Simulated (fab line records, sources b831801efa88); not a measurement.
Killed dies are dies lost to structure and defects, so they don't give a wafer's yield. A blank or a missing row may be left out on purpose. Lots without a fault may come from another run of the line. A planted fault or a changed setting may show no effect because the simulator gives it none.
Which tool did it? | flow sky130 | 10 lots, 30 wafers sampled, at 4 steps of a route of 708

WHAT THE GAUGES READ, wafer by wafer
SKY_VIA2_THK_MEAS_01. Usual: VIA2_HDPCVD_THK 1177 nm, standard deviation 13.
lot  | measured     | on            | VIA2_HDPCVD_THK (nm) | flag
L242 | day 37 01:50 | film_metro-03 | 1165 1169 1155       |
L241 | day 37 03:54 | film_metro-01 | 1169 1161 1164       |
L245 | day 37 21:40 | film_metro-03 | 1169 1167 1165       |
L246 | day 37 21:42 | film_metro-02 | 1177 1184 1183       |
L249 | day 39 00:25 | film_metro-03 | 1171 1199 1186       |
L250 | day 39 15:36 | film_metro-02 | 1152 1147 1144       |
L251 | day 39 17:14 | film_metro-03 | 1182 1175 1165       |
L252 | day 39 23:46 | film_metro-02 | 1187 1184 1200       |
L259 | day 41 22:17 | film_metro-02 | 1176 1181 1187       |
L260 | day 42 02:04 | film_metro-02 | 1169 1176 1185       |

SKY_VIA2_RS_MEAS_22: measures by four-point-probe. Usual: VIA2_W_RS 0.273 ohm/sq, standard deviation 0.004.
lot  | measured     | on            | VIA2_W_RS (ohm/sq)                  | flag
L242 | day 38 05:02 | film_metro-01 | 0.275 0.274 0.277                   |
L241 | day 38 07:22 | film_metro-02 | 0.273 0.275 0.273                   |
L245 | day 39 00:49 | film_metro-02 | 0.272 0.279 0.277                   |
L246 | day 39 00:56 | film_metro-03 | 0.273 0.276 0.271                   |
L249 | day 40 02:29 | film_metro-03 | 0.267 0.272 0.274                   |
L250 | day 40 17:46 | film_metro-02 | 0.264 0.269 0.263                   |
L251 | day 40 19:14 | film_metro-01 | 0.275 0.167 0.269 0.274 0.166 0.270 | OFF
L252 | day 41 02:01 | film_metro-02 | 0.167 0.270 0.277 0.167 0.270 0.277 | OFF
L259 | day 42 22:04 | film_metro-03 | 0.276 0.271 0.270                   |
L260 | day 43 02:29 | film_metro-01 | 0.279 0.271 0.270                   |

WHICH TOOL RAN EACH LOT (tool, then ch and the chambers of the sampled wafers, then the start)
lot  | SKY_METAL2_METAL_ETCH_19          | SKY_VIA2_CVD_21
L242 | rie_metal-03 ch 1, day 37 00:58   | cvd_w-01 ch 1, day 38 04:53
L241 | rie_metal-02 ch 1, day 37 03:02   | cvd_w-01 ch 0,1, day 38 07:14
L245 | rie_metal-03 ch 0,1, day 37 20:49 | cvd_w-01 ch 0,1, day 39 00:40
L246 | rie_metal-01 ch 0,1, day 37 20:53 | cvd_w-01 ch 0,1, day 39 00:48
L249 | rie_metal-02 ch 0,1, day 38 23:31 | cvd_w-02 ch 0,1, day 40 02:22
L250 | rie_metal-02 ch 0,1, day 39 14:41 | cvd_w-02 ch 0,1, day 40 17:38
L251 | rie_metal-03 ch 0,1, day 39 16:25 | cvd_w-01 ch 0,1, day 40 19:05
L252 | rie_metal-03 ch 0,1, day 39 22:58 | cvd_w-01 ch 0,1, day 41 01:54
L259 | rie_metal-03 ch 0, day 41 21:26   | cvd_w-02 ch 0,1, day 42 21:56
L260 | rie_metal-01 ch 0, day 42 01:08   | cvd_w-02 ch 0,1, day 43 02:22
- SKY_METAL2_METAL_ETCH_19: etches the open film in Cl2/BCl3, stops on SiO2, target depth 360 nm, time 78 s.
- SKY_VIA2_CVD_21: deposits W, target thk 420 nm, time 126.4 s.

WHAT THE TOOLS THEMSELVES READ (means of the sampled wafers that have a number; where no wafer has one, the mark that the record gives instead)
SKY_METAL2_METAL_ETCH_19. Usual: drypump_motor_current_A 5.6 A, standard deviation 0.48; oes_product_au 0.853 a.u., standard deviation 0.0058; throttle_valve_pct 22.264 %, standard deviation 0.0093.
lot  | tool         | drypump_motor_current_A (A) | oes_product_au (a.u.) | throttle_valve_pct (%) | flag
L242 | rie_metal-03 | 6.5                         | 0.849                 | 22.260                 |
L241 | rie_metal-02 | 5.1                         | 0.846                 | 22.270                 |
L245 | rie_metal-03 | 5.8                         | 0.853                 | 22.269                 |
L246 | rie_metal-01 | 5.7                         | 0.853                 | 22.269                 |
L249 | rie_metal-02 | 5.2                         | 0.858                 | 22.268                 |
L250 | rie_metal-02 | 5.1                         | 0.849                 | 22.257                 |
L251 | rie_metal-03 | 6.2                         | 0.856                 | 22.260                 |
L252 | rie_metal-03 | 6.2                         | 0.857                 | 22.257                 |
L259 | rie_metal-03 | 5.5                         | 0.842                 | 22.266                 |
L260 | rie_metal-01 | 5.3                         | 0.851                 | 22.266                 |

SKY_VIA2_CVD_21. Usual: heater_power_w 873 W, standard deviation 58.
lot  | tool     | heater_power_w (W) | flag
L242 | cvd_w-01 | 883                |
L241 | cvd_w-01 | 905                |
L245 | cvd_w-01 | 911                |
L246 | cvd_w-01 | 905                |
L249 | cvd_w-02 | 781                |
L250 | cvd_w-02 | 838                |
L251 | cvd_w-01 | 907                |
L252 | cvd_w-01 | 918                |
L259 | cvd_w-02 | 852                |
L260 | cvd_w-02 | 839                |

THE ANSWER, worked out from the rows above alone
Rule: a lot is off if the mean of its wafers that have a number lies more than 3 standard deviations from the usual mean. A lot without any number at a reading at which 4 lots or more have one is off too. The other lots that the step has rows for count as sound. The gauges are gone through in route order, then the tools' own readings, and for those a lot's mean is taken as printed above. The first step at which some lot is off is used, and at that step the reading that is off furthest; a lot without a number counts as furthest.
Off: L251, L252, at SKY_VIA2_RS_MEAS_22 (VIA2_W_RS).
A tool fits if, at a process step before that reading, it ran every lot that is off, and no sound lot after the first of them. The gauges at SKY_VIA2_RS_MEAS_22 are tried like those tools. One fits: cvd_w-01 at SKY_VIA2_CVD_21. Its last sound lot is L246 (day 39 00:48), its first lot that is off L251 (day 40 19:05): a fault that began between those two fits.

WHAT THE SIMULATOR HAD PUT IN
Process parameter drift: cvd_w-01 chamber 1, from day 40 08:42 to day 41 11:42, at SKY_VIA2_CVD_21. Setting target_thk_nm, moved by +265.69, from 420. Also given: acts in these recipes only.
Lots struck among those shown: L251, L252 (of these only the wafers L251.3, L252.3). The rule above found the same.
